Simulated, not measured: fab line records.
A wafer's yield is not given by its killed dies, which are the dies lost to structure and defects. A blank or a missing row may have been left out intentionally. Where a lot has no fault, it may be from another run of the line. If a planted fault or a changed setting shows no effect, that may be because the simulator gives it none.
Matching of chambers | flow sfq_line | SFQ_TRILAYER_I3_VIA_ETCH_VIA_ETCH_088 on rie_diel-03 has 3 sister chambers
The step etches SiO2 in CHF3, stops on Nb, target depth 260 nm. 3 wafers are shown with their chamber, then 6 later ones without.

== WAFERS WITH THEIR CHAMBER ==
wafer  | chamber | oes_product_au (a.u.)
L575.3 | 1       | 0.858
L575.6 | 0       | 0.855
L578.1 | 3       | 0.851

== WAFERS WITHOUT THEIR CHAMBER ==
wafer  | oes_product_au (a.u.)
L578.4 | 0.858
L578.6 | 0.859
L589.2 | 0.849
L589.4 | 0.856
L591.2 | 0.855
L591.3 | 0.851

== THE CHAMBER EACH PASSED THROUGH ==
wafer  | from the rows above     | in truth
L578.4 | 1                       | 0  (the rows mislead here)
L578.6 | 1                       | 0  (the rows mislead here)
L589.2 | 3                       | 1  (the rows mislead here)
L589.4 | can't be placed: 0 or 1 | 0
L591.2 | 0                       | 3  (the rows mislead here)
L591.3 | 3                       | 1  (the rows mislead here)
0 of 6 placed correctly. Can't be placed from these rows: 1 (the true chamber is among the candidates in 1). Wrongly placed: 5.
How it was worked out, from the rows above alone: a wafer's distance from a chamber is the root of the sum, over the readings, of the square of ((its reading less the chamber's mean) divided by the reading's scatter). If the next closest chamber is less than 2 further off than the closest, the wafer can't be placed; otherwise it belongs to the closest. A chamber's mean is the mean of its shown wafers. The scatter: root of mean squared gap, hidden wafer to nearest shown wafer, with one shown wafer a chamber.
